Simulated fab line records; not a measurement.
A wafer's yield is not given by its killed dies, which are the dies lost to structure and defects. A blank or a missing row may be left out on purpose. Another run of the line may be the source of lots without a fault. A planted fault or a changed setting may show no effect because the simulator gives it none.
Problem report, 8D (eight disciplines) form, completed by code    flow sky130    the parts of the form that need people (team, actions taken, sign-off) are left out

## 1. THE PROBLEM
Wafers without a fault read 0.723 a.u. with a standard deviation of 0.0042, while oes product au at SKY_PWDE_STRIP_09 averages 0.964 a.u. across 3 wafers of 1 lot. Measured from the usual mean, that is +57 standard deviations.
The step: strips in O2/N2.
First seen on wafer L620.1, day 4 13:41, on plasma asher-02. The record holds 39 wafers of 13 lots with a number at this step. The rule behind "out" and "out of limits": a value lying over 4 standard deviations away from the usual mean. The rest of the wafers with a number are treated as sound.

## 2. WHAT IT IS, AND WHAT IT ISN'T
question                     is                      is not
which readings at this step  oes product au          drypump motor current A
which lots                   L620                    L617, L618, L619, L621, L630, L631, L633, L634, L635, L638, L639, L640
which wafers of those lots   all that have a number  -
read on which tools          plasma asher-02         plasma asher-01, plasma asher-04
when                         from day 4 13:41        up to then (9 sound wafers); but 27 sound wafers of L621, L630, L631, L633, L634, L635, L638, L639, L640 came after

## 3. THE SUSPECTS, EACH WITH WHAT RULES IT OUT
Counting: a tool at any process step up to the reading remains a suspect when it ran all the lots that are out and ran no sound lot after the first of those.
- plasma asher-02 at SKY_PWDE_STRIP_09 (strips in O2/N2): ruled out as a lasting fault. After its first lot that is out, L620 (day 4 13:41), sound lots L633, L635, L638, L639 ran on it.
Left after counting: nothing in the record.

## 4. THE CAUSE (what the simulator had put in)
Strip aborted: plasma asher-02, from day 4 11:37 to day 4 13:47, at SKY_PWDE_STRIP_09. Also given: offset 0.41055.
Counting ruled it out, wrongly.

## 5. THE CHAIN OF EFFECTS, in route order
One row per reading whose mean, taken over the struck wafers that have a number, lies over 3 standard deviations from the usual. Scope: only readings with a usual standard deviation given in the record; hours: median across lots of the time from each lot's start at the first step in this table that gives one to its start at this step; sigmas: change in usual standard deviations.
hours  step                reading                   usual       on struck wafers  change  sigmas
0      SKY_PWDE_STRIP_09   oes product au            0.723 a.u.  0.964             +0.241  +57
18     SKY_NWELL_STRIP_14  strip time to endpoint s  37.02 s     41.30             +4.28   +39
The process steps in it:
- SKY_PWDE_STRIP_09: strips in O2/N2.
- SKY_NWELL_STRIP_14: strips in O2/N2.
Readings that are blank on the struck wafers while sound wafers have them: strip time to endpoint s at SKY_PWDE_STRIP_09.

## 6. WHAT WOULD HAVE CAUGHT IT SOONER
First out-of-limits reading in this record: day 4 13:41, which is 2 hours after fault onset at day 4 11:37.
